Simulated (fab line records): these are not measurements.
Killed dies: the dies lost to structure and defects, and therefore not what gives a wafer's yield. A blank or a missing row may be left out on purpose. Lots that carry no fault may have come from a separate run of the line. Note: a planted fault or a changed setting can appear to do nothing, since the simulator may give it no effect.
Which tool was responsible? || flow sky130 || Sampling: 14 lots, 40 wafers, 6 of 708 route steps

== WHAT THE GAUGES READ, wafer by wafer ==
SKY_LDD_N_TW_MEAS_17. Usual: LDD_N_TW typically reads 2610, with standard deviation 16.
{"lot": "L119", "measured": "day 19 03:27", "on": "film_metro-01", "LDD_N_TW": "2596 2588 2587", "flag": ""}
{"lot": "L120", "measured": "day 19 15:53", "on": "film_metro-01", "LDD_N_TW": "2582 2575 2589", "flag": ""}
{"lot": "L121", "measured": "day 19 19:58", "on": "film_metro-02", "LDD_N_TW": "2617 2620 2611", "flag": ""}
{"lot": "L122", "measured": "day 20 04:18", "on": "film_metro-02", "LDD_N_TW": "2617 2616 2633", "flag": ""}
{"lot": "L123", "measured": "day 20 10:43", "on": "film_metro-02", "LDD_N_TW": "2624 2614", "flag": ""}
{"lot": "L124", "measured": "day 21 02:43", "on": "film_metro-01", "LDD_N_TW": "2604 2610 2602", "flag": ""}
{"lot": "L126", "measured": "day 21 15:13", "on": "film_metro-02", "LDD_N_TW": "2593 2600 2602", "flag": ""}
{"lot": "L128", "measured": "day 22 04:50", "on": "film_metro-01", "LDD_N_TW": "2608 2602 2595", "flag": ""}
{"lot": "L129", "measured": "day 22 20:21", "on": "film_metro-02", "LDD_N_TW": "2630 2641 2600", "flag": ""}
{"lot": "L130", "measured": "day 23 11:25", "on": "film_metro-02", "LDD_N_TW": "2620 2610 2610", "flag": ""}
{"lot": "L133", "measured": "day 24 00:55", "on": "film_metro-02", "LDD_N_TW": "2610 2609 2613", "flag": ""}
{"lot": "L137", "measured": "day 25 15:28", "on": "film_metro-04", "LDD_N_TW": "2883 2898 2896", "flag": "OFF"}
{"lot": "L139", "measured": "day 26 03:18", "on": "film_metro-01", "LDD_N_TW": "2861 2863 2863", "flag": "OFF"}
{"lot": "L140", "measured": "day 26 05:23", "on": "film_metro-04", "LDD_N_TW": "2613 2617", "flag": ""}

SKY_LI_CONTACT_OVL_MEAS_13. Usual: LI_CONTACT_OVL typically reads 2 nm, with standard deviation 5.6.
{"lot": "L119", "measured": "day 30 07:34", "on": "overlay-01", "LI_CONTACT_OVL (nm)": "8 6 5", "flag": ""}
{"lot": "L120", "measured": "day 30 18:02", "on": "overlay-02", "LI_CONTACT_OVL (nm)": "-2 -1 -8", "flag": ""}
{"lot": "L121", "measured": "day 31 01:07", "on": "overlay-01", "LI_CONTACT_OVL (nm)": "11 5 11", "flag": ""}
{"lot": "L122", "measured": "day 31 04:32", "on": "overlay-01", "LI_CONTACT_OVL (nm)": "0 -2 2", "flag": ""}
{"lot": "L123", "measured": "day 31 11:04", "on": "overlay-02", "LI_CONTACT_OVL (nm)": "3 1", "flag": ""}
{"lot": "L124", "measured": "day 32 00:17", "on": "overlay-02", "LI_CONTACT_OVL (nm)": "-3 -9 -6", "flag": ""}
{"lot": "L126", "measured": "day 32 10:54", "on": "overlay-01", "LI_CONTACT_OVL (nm)": "4 -1 2", "flag": ""}
{"lot": "L128", "measured": "day 32 22:16", "on": "overlay-01", "LI_CONTACT_OVL (nm)": "-8 -4 -7", "flag": ""}
{"lot": "L129", "measured": "day 33 15:20", "on": "overlay-01", "LI_CONTACT_OVL (nm)": "0 0 0", "flag": ""}
{"lot": "L130", "measured": "day 34 03:43", "on": "overlay-01", "LI_CONTACT_OVL (nm)": "4 8 4", "flag": ""}
{"lot": "L133", "measured": "day 34 15:12", "on": "overlay-01", "LI_CONTACT_OVL (nm)": "5 3 1", "flag": ""}
{"lot": "L137", "measured": "day 36 04:16", "on": "overlay-02", "LI_CONTACT_OVL (nm)": "-2 2 13", "flag": ""}
{"lot": "L139", "measured": "day 36 13:57", "on": "overlay-02", "LI_CONTACT_OVL (nm)": "1 0 -1", "flag": ""}
{"lot": "L140", "measured": "day 36 14:32", "on": "overlay-02", "LI_CONTACT_OVL (nm)": "-1 -5", "flag": ""}

== TOOL THAT RAN EACH LOT (tool first, then ch and the chambers of the sampled wafers, then the start) ==
{"lot": "L119", "SKY_VT_ADJUST_LVTN_STRIP_09": "plasma_asher-02 ch 0,1, day 7 17:20", "SKY_VT_ADJUST_HVTR_STRIP_10": "plasma_asher-04 ch 0,1, day 10 12:03", "SKY_LDD_N_IMPLANT_11": "implanter-02 ch 0, day 19 02:36", "SKY_LDD_N_STRIP_16": "plasma_asher-03 ch 0,1, day 19 03:21"}
{"lot": "L120", "SKY_VT_ADJUST_LVTN_STRIP_09": "plasma_asher-02 ch 0,1, day 8 00:09", "SKY_VT_ADJUST_HVTR_STRIP_10": "plasma_asher-03 ch 0,1, day 10 20:03", "SKY_LDD_N_IMPLANT_11": "implanter-02 ch 0, day 19 15:04", "SKY_LDD_N_STRIP_16": "plasma_asher-03 ch 0,1, day 19 15:48"}
{"lot": "L121", "SKY_VT_ADJUST_LVTN_STRIP_09": "plasma_asher-03 ch 0,1, day 8 03:51", "SKY_VT_ADJUST_HVTR_STRIP_10": "plasma_asher-01 ch 0,1, day 11 00:36", "SKY_LDD_N_IMPLANT_11": "implanter-03 ch 0, day 19 19:09", "SKY_LDD_N_STRIP_16": "plasma_asher-03 ch 0,1, day 19 19:53"}
{"lot": "L122", "SKY_VT_ADJUST_LVTN_STRIP_09": "plasma_asher-02 ch 0,1, day 8 07:13", "SKY_VT_ADJUST_HVTR_STRIP_10": "plasma_asher-01 ch 0, day 11 04:44", "SKY_LDD_N_IMPLANT_11": "implanter-03 ch 0, day 20 03:27", "SKY_LDD_N_STRIP_16": "plasma_asher-04 ch 0,1, day 20 04:12"}
{"lot": "L123", "SKY_VT_ADJUST_LVTN_STRIP_09": "plasma_asher-03 ch 1, day 8 13:41", "SKY_VT_ADJUST_HVTR_STRIP_10": "plasma_asher-04 ch 1, day 11 11:36", "SKY_LDD_N_IMPLANT_11": "implanter-04 ch 0, day 20 09:52", "SKY_LDD_N_STRIP_16": "plasma_asher-04 ch 0,1, day 20 10:36"}
{"lot": "L124", "SKY_VT_ADJUST_LVTN_STRIP_09": "plasma_asher-02 ch 0,1, day 8 22:32", "SKY_VT_ADJUST_HVTR_STRIP_10": "plasma_asher-03 ch 0, day 11 21:20", "SKY_LDD_N_IMPLANT_11": "implanter-03 ch 0, day 21 01:52", "SKY_LDD_N_STRIP_16": "plasma_asher-04 ch 0,1, day 21 02:37"}
{"lot": "L126", "SKY_VT_ADJUST_LVTN_STRIP_09": "plasma_asher-03 ch 0,1, day 9 06:37", "SKY_VT_ADJUST_HVTR_STRIP_10": "plasma_asher-01 ch 0,1, day 12 08:42", "SKY_LDD_N_IMPLANT_11": "implanter-04 ch 0, day 21 14:22", "SKY_LDD_N_STRIP_16": "plasma_asher-03 ch 0,1, day 21 15:07"}
{"lot": "L128", "SKY_VT_ADJUST_LVTN_STRIP_09": "plasma_asher-03 ch 0,1, day 9 23:03", "SKY_VT_ADJUST_HVTR_STRIP_10": "plasma_asher-04 ch 0,1, day 13 01:37", "SKY_LDD_N_IMPLANT_11": "implanter-03 ch 0, day 22 03:59", "SKY_LDD_N_STRIP_16": "plasma_asher-02 ch 0,1, day 22 04:43"}
{"lot": "L129", "SKY_VT_ADJUST_LVTN_STRIP_09": "plasma_asher-04 ch 0,1, day 10 10:25", "SKY_VT_ADJUST_HVTR_STRIP_10": "plasma_asher-03 ch 0,1, day 13 16:05", "SKY_LDD_N_IMPLANT_11": "implanter-03 ch 0, day 22 19:32", "SKY_LDD_N_STRIP_16": "plasma_asher-04 ch 0,1, day 22 20:15"}
{"lot": "L130", "SKY_VT_ADJUST_LVTN_STRIP_09": "plasma_asher-02 ch 0,1, day 10 19:31", "SKY_VT_ADJUST_HVTR_STRIP_10": "plasma_asher-04 ch 0,1, day 14 01:33", "SKY_LDD_N_IMPLANT_11": "implanter-02 ch 0, day 23 10:34", "SKY_LDD_N_STRIP_16": "plasma_asher-04 ch 0,1, day 23 11:19"}
{"lot": "L133", "SKY_VT_ADJUST_LVTN_STRIP_09": "plasma_asher-02 ch 0,1, day 11 08:57", "SKY_VT_ADJUST_HVTR_STRIP_10": "plasma_asher-03 ch 0,1, day 14 16:23", "SKY_LDD_N_IMPLANT_11": "implanter-03 ch 0, day 24 00:04", "SKY_LDD_N_STRIP_16": "plasma_asher-03 ch 1, day 24 00:49"}
{"lot": "L137", "SKY_VT_ADJUST_LVTN_STRIP_09": "plasma_asher-03 ch 0,1, day 12 17:49", "SKY_VT_ADJUST_HVTR_STRIP_10": "plasma_asher-01 ch 0,1, day 16 03:25", "SKY_LDD_N_IMPLANT_11": "implanter-03 ch 0, day 25 14:37", "SKY_LDD_N_STRIP_16": "plasma_asher-03 ch 0,1, day 25 15:21"}
{"lot": "L139", "SKY_VT_ADJUST_LVTN_STRIP_09": "plasma_asher-03 ch 0,1, day 13 05:42", "SKY_VT_ADJUST_HVTR_STRIP_10": "plasma_asher-04 ch 0,1, day 16 16:10", "SKY_LDD_N_IMPLANT_11": "implanter-03 ch 0, day 26 02:27", "SKY_LDD_N_STRIP_16": "plasma_asher-03 ch 0,1, day 26 03:12"}
{"lot": "L140", "SKY_VT_ADJUST_LVTN_STRIP_09": "plasma_asher-02 ch 0, day 13 11:03", "SKY_VT_ADJUST_HVTR_STRIP_10": "plasma_asher-04 ch 1, day 16 20:03", "SKY_LDD_N_IMPLANT_11": "implanter-02 ch 0, day 26 04:34", "SKY_LDD_N_STRIP_16": "plasma_asher-03 ch 1, day 26 05:18"}
- SKY_VT_ADJUST_LVTN_STRIP_09: strips in O2/N2.
- SKY_VT_ADJUST_HVTR_STRIP_10: strips in O2/N2.
- SKY_LDD_N_IMPLANT_11
- SKY_LDD_N_STRIP_16: strips in O2/N2.

== WHAT THE TOOLS THEMSELVES READ (means of the sampled wafers that have a number; where no wafer has one, the mark that the record gives instead) ==
SKY_VT_ADJUST_LVTN_STRIP_09. Usual: drypump_motor_current_A 5.8 A, standard deviation 0.47; oes_product_au 0.722 a.u., standard deviation 0.0044; strip_time_to_endpoint_s 36.93 s, standard deviation 0.09.
{"lot": "L119", "tool": "plasma_asher-02", "drypump_motor_current_A (A)": 6.3, "oes_product_au (a.u.)": 0.720, "strip_time_to_endpoint_s (s)": 36.90, "flag": ""}
{"lot": "L120", "tool": "plasma_asher-02", "drypump_motor_current_A (A)": 6.3, "oes_product_au (a.u.)": 0.720, "strip_time_to_endpoint_s (s)": 36.90, "flag": ""}
{"lot": "L121", "tool": "plasma_asher-03", "drypump_motor_current_A (A)": 5.4, "oes_product_au (a.u.)": 0.720, "strip_time_to_endpoint_s (s)": 36.76, "flag": ""}
{"lot": "L122", "tool": "plasma_asher-02", "drypump_motor_current_A (A)": 6.3, "oes_product_au (a.u.)": 0.719, "strip_time_to_endpoint_s (s)": 37.05, "flag": ""}
{"lot": "L123", "tool": "plasma_asher-03", "drypump_motor_current_A (A)": 5.5, "oes_product_au (a.u.)": 0.720, "strip_time_to_endpoint_s (s)": 37.06, "flag": ""}
{"lot": "L124", "tool": "plasma_asher-02", "drypump_motor_current_A (A)": 6.3, "oes_product_au (a.u.)": 0.721, "strip_time_to_endpoint_s (s)": 36.90, "flag": ""}
{"lot": "L126", "tool": "plasma_asher-03", "drypump_motor_current_A (A)": 5.4, "oes_product_au (a.u.)": 0.725, "strip_time_to_endpoint_s (s)": 36.95, "flag": ""}
{"lot": "L128", "tool": "plasma_asher-03", "drypump_motor_current_A (A)": 5.4, "oes_product_au (a.u.)": 0.724, "strip_time_to_endpoint_s (s)": 36.84, "flag": ""}
{"lot": "L129", "tool": "plasma_asher-04", "drypump_motor_current_A (A)": 5.5, "oes_product_au (a.u.)": 0.724, "strip_time_to_endpoint_s (s)": 36.95, "flag": ""}
{"lot": "L130", "tool": "plasma_asher-02", "drypump_motor_current_A (A)": 6.2, "oes_product_au (a.u.)": 0.720, "strip_time_to_endpoint_s (s)": 37.04, "flag": ""}
{"lot": "L133", "tool": "plasma_asher-02", "drypump_motor_current_A (A)": 6.4, "oes_product_au (a.u.)": 0.723, "strip_time_to_endpoint_s (s)": 37.01, "flag": ""}
{"lot": "L137", "tool": "plasma_asher-03", "drypump_motor_current_A (A)": 5.4, "oes_product_au (a.u.)": 0.727, "strip_time_to_endpoint_s (s)": 36.93, "flag": ""}
{"lot": "L139", "tool": "plasma_asher-03", "drypump_motor_current_A (A)": 5.4, "oes_product_au (a.u.)": 0.722, "strip_time_to_endpoint_s (s)": 37.04, "flag": ""}
{"lot": "L140", "tool": "plasma_asher-02", "drypump_motor_current_A (A)": 6.0, "oes_product_au (a.u.)": 0.718, "strip_time_to_endpoint_s (s)": 37.01, "flag": ""}

SKY_VT_ADJUST_HVTR_STRIP_10. Usual: drypump_motor_current_A 5.7 A, standard deviation 0.47; oes_product_au 0.716 a.u., standard deviation 0.0043; strip_time_to_endpoint_s 14.32 s, standard deviation 0.034.
{"lot": "L119", "tool": "plasma_asher-04", "drypump_motor_current_A (A)": 5.9, "oes_product_au (a.u.)": 0.717, "strip_time_to_endpoint_s (s)": 14.34, "flag": ""}
{"lot": "L120", "tool": "plasma_asher-03", "drypump_motor_current_A (A)": 5.4, "oes_product_au (a.u.)": 0.717, "strip_time_to_endpoint_s (s)": 14.28, "flag": ""}
{"lot": "L121", "tool": "plasma_asher-01", "drypump_motor_current_A (A)": 5.9, "oes_product_au (a.u.)": 0.716, "strip_time_to_endpoint_s (s)": 14.33, "flag": ""}
{"lot": "L122", "tool": "plasma_asher-01", "drypump_motor_current_A (A)": 5.4, "oes_product_au (a.u.)": 0.712, "strip_time_to_endpoint_s (s)": 14.28, "flag": ""}
{"lot": "L123", "tool": "plasma_asher-04", "drypump_motor_current_A (A)": 6.3, "oes_product_au (a.u.)": 0.717, "strip_time_to_endpoint_s (s)": 14.29, "flag": ""}
{"lot": "L124", "tool": "plasma_asher-03", "drypump_motor_current_A (A)": 5.3, "oes_product_au (a.u.)": 0.713, "strip_time_to_endpoint_s (s)": 14.40, "flag": ""}
{"lot": "L126", "tool": "plasma_asher-01", "drypump_motor_current_A (A)": 5.6, "oes_product_au (a.u.)": 0.716, "strip_time_to_endpoint_s (s)": 14.37, "flag": ""}
{"lot": "L128", "tool": "plasma_asher-04", "drypump_motor_current_A (A)": 5.6, "oes_product_au (a.u.)": 0.717, "strip_time_to_endpoint_s (s)": 14.29, "flag": ""}
{"lot": "L129", "tool": "plasma_asher-03", "drypump_motor_current_A (A)": 5.4, "oes_product_au (a.u.)": 0.716, "strip_time_to_endpoint_s (s)": 14.32, "flag": ""}
{"lot": "L130", "tool": "plasma_asher-04", "drypump_motor_current_A (A)": 5.5, "oes_product_au (a.u.)": 0.716, "strip_time_to_endpoint_s (s)": 14.35, "flag": ""}
{"lot": "L133", "tool": "plasma_asher-03", "drypump_motor_current_A (A)": 5.4, "oes_product_au (a.u.)": 0.715, "strip_time_to_endpoint_s (s)": 14.35, "flag": ""}
{"lot": "L137", "tool": "plasma_asher-01", "drypump_motor_current_A (A)": 5.9, "oes_product_au (a.u.)": 0.719, "strip_time_to_endpoint_s (s)": 14.31, "flag": ""}
{"lot": "L139", "tool": "plasma_asher-04", "drypump_motor_current_A (A)": 5.9, "oes_product_au (a.u.)": 0.715, "strip_time_to_endpoint_s (s)": 14.28, "flag": ""}
{"lot": "L140", "tool": "plasma_asher-04", "drypump_motor_current_A (A)": 6.4, "oes_product_au (a.u.)": 0.714, "strip_time_to_endpoint_s (s)": 14.33, "flag": ""}

SKY_LDD_N_IMPLANT_11. Usual: beam_on_s 9.98 s, standard deviation 0.2; dose_ions_cm2 7.499e+13, standard deviation 7.6e+10; faraday_current_uA 423, standard deviation 8.1.
{"lot": "L119", "tool": "implanter-02", "beam_on_s (s)": 10.17, "dose_ions_cm2": 7.498e+13, "faraday_current_uA": 415, "flag": ""}
{"lot": "L120", "tool": "implanter-02", "beam_on_s (s)": 10.09, "dose_ions_cm2": 7.499e+13, "faraday_current_uA": 419, "flag": ""}
{"lot": "L121", "tool": "implanter-03", "beam_on_s (s)": 9.93, "dose_ions_cm2": 7.504e+13, "faraday_current_uA": 425, "flag": ""}
{"lot": "L122", "tool": "implanter-03", "beam_on_s (s)": 9.83, "dose_ions_cm2": 7.501e+13, "faraday_current_uA": 430, "flag": ""}
{"lot": "L123", "tool": "implanter-04", "beam_on_s (s)": 9.98, "dose_ions_cm2": 7.502e+13, "faraday_current_uA": 422, "flag": ""}
{"lot": "L124", "tool": "implanter-03", "beam_on_s (s)": 10.16, "dose_ions_cm2": 7.500e+13, "faraday_current_uA": 416, "flag": ""}
{"lot": "L126", "tool": "implanter-04", "beam_on_s (s)": 10.15, "dose_ions_cm2": 7.500e+13, "faraday_current_uA": 416, "flag": ""}
{"lot": "L128", "tool": "implanter-03", "beam_on_s (s)": 9.97, "dose_ions_cm2": 7.500e+13, "faraday_current_uA": 424, "flag": ""}
{"lot": "L129", "tool": "implanter-03", "beam_on_s (s)": 10.11, "dose_ions_cm2": 7.500e+13, "faraday_current_uA": 419, "flag": ""}
{"lot": "L130", "tool": "implanter-02", "beam_on_s (s)": 10.13, "dose_ions_cm2": 7.494e+13, "faraday_current_uA": 417, "flag": ""}
{"lot": "L133", "tool": "implanter-03", "beam_on_s (s)": 9.91, "dose_ions_cm2": 7.514e+13, "faraday_current_uA": 427, "flag": ""}
{"lot": "L137", "tool": "implanter-03", "beam_on_s (s)": 39.27, "dose_ions_cm2": 3.434e+14, "faraday_current_uA": 493, "flag": "OFF"}
{"lot": "L139", "tool": "implanter-03", "beam_on_s (s)": 38.73, "dose_ions_cm2": 3.434e+14, "faraday_current_uA": 501, "flag": "OFF"}
{"lot": "L140", "tool": "implanter-02", "beam_on_s (s)": 9.70, "dose_ions_cm2": 7.500e+13, "faraday_current_uA": 434, "flag": ""}

SKY_LDD_N_STRIP_16. Usual: drypump_motor_current_A 5.6 A, standard deviation 0.45; oes_product_au 0.407 a.u., standard deviation 0.0045; strip_time_to_endpoint_s 4.315 s, standard deviation 0.012.
{"lot": "L119", "tool": "plasma_asher-03", "drypump_motor_current_A (A)": 5.4, "oes_product_au (a.u.)": 0.409, "strip_time_to_endpoint_s (s)": 4.321, "flag": ""}
{"lot": "L120", "tool": "plasma_asher-03", "drypump_motor_current_A (A)": 5.4, "oes_product_au (a.u.)": 0.405, "strip_time_to_endpoint_s (s)": 4.314, "flag": ""}
{"lot": "L121", "tool": "plasma_asher-03", "drypump_motor_current_A (A)": 5.4, "oes_product_au (a.u.)": 0.405, "strip_time_to_endpoint_s (s)": 4.317, "flag": ""}
{"lot": "L122", "tool": "plasma_asher-04", "drypump_motor_current_A (A)": 5.9, "oes_product_au (a.u.)": 0.408, "strip_time_to_endpoint_s (s)": 4.321, "flag": ""}
{"lot": "L123", "tool": "plasma_asher-04", "drypump_motor_current_A (A)": 5.8, "oes_product_au (a.u.)": 0.406, "strip_time_to_endpoint_s (s)": 4.329, "flag": ""}
{"lot": "L124", "tool": "plasma_asher-04", "drypump_motor_current_A (A)": 5.9, "oes_product_au (a.u.)": 0.404, "strip_time_to_endpoint_s (s)": 4.289, "flag": ""}
{"lot": "L126", "tool": "plasma_asher-03", "drypump_motor_current_A (A)": 5.4, "oes_product_au (a.u.)": 0.407, "strip_time_to_endpoint_s (s)": 4.314, "flag": ""}
{"lot": "L128", "tool": "plasma_asher-02", "drypump_motor_current_A (A)": 6.2, "oes_product_au (a.u.)": 0.410, "strip_time_to_endpoint_s (s)": 4.333, "flag": ""}
{"lot": "L129", "tool": "plasma_asher-04", "drypump_motor_current_A (A)": 5.9, "oes_product_au (a.u.)": 0.407, "strip_time_to_endpoint_s (s)": 4.316, "flag": ""}
{"lot": "L130", "tool": "plasma_asher-04", "drypump_motor_current_A (A)": 6.0, "oes_product_au (a.u.)": 0.407, "strip_time_to_endpoint_s (s)": 4.325, "flag": ""}
{"lot": "L133", "tool": "plasma_asher-03", "drypump_motor_current_A (A)": 5.5, "oes_product_au (a.u.)": 0.409, "strip_time_to_endpoint_s (s)": 4.314, "flag": ""}
{"lot": "L137", "tool": "plasma_asher-03", "drypump_motor_current_A (A)": 5.4, "oes_product_au (a.u.)": 0.404, "strip_time_to_endpoint_s (s)": 5.003, "flag": "OFF"}
{"lot": "L139", "tool": "plasma_asher-03", "drypump_motor_current_A (A)": 5.4, "oes_product_au (a.u.)": 0.401, "strip_time_to_endpoint_s (s)": 5.000, "flag": "OFF"}
{"lot": "L140", "tool": "plasma_asher-03", "drypump_motor_current_A (A)": 5.5, "oes_product_au (a.u.)": 0.410, "strip_time_to_endpoint_s (s)": 4.306, "flag": ""}

== THE ANSWER, worked out from the rows above alone ==
Rule: lot off if the mean of its wafers having a number is beyond 3 standard deviations from the usual mean. Also off: a lot with no number at a reading for which 4 or more lots have one. Any other lot the step has rows for is counted as sound. After the gauges, taken in route order, come the tools' own readings; for these a lot's mean is taken, as printed above. At the first step where some lot is off, the reading lying furthest off is the one used; lots without a number count as furthest.
Off: L137, L139, seen at SKY_LDD_N_TW_MEAS_17 (LDD_N_TW).
If a tool, at a process step before that reading, ran all the lots that are off and no sound lot after the first of them, it fits. The gauges at SKY_LDD_N_TW_MEAS_17 aren't tried: what is off there is off at SKY_LDD_N_IMPLANT_11 too, on other tools, and a gauge's error can't cause that. This does not decide it: 2 tools fit, namely plasma_asher-03 at SKY_VT_ADJUST_LVTN_STRIP_09 and implanter-03 at SKY_LDD_N_IMPLANT_11.

== WHAT THE SIMULATOR HAD PUT IN ==
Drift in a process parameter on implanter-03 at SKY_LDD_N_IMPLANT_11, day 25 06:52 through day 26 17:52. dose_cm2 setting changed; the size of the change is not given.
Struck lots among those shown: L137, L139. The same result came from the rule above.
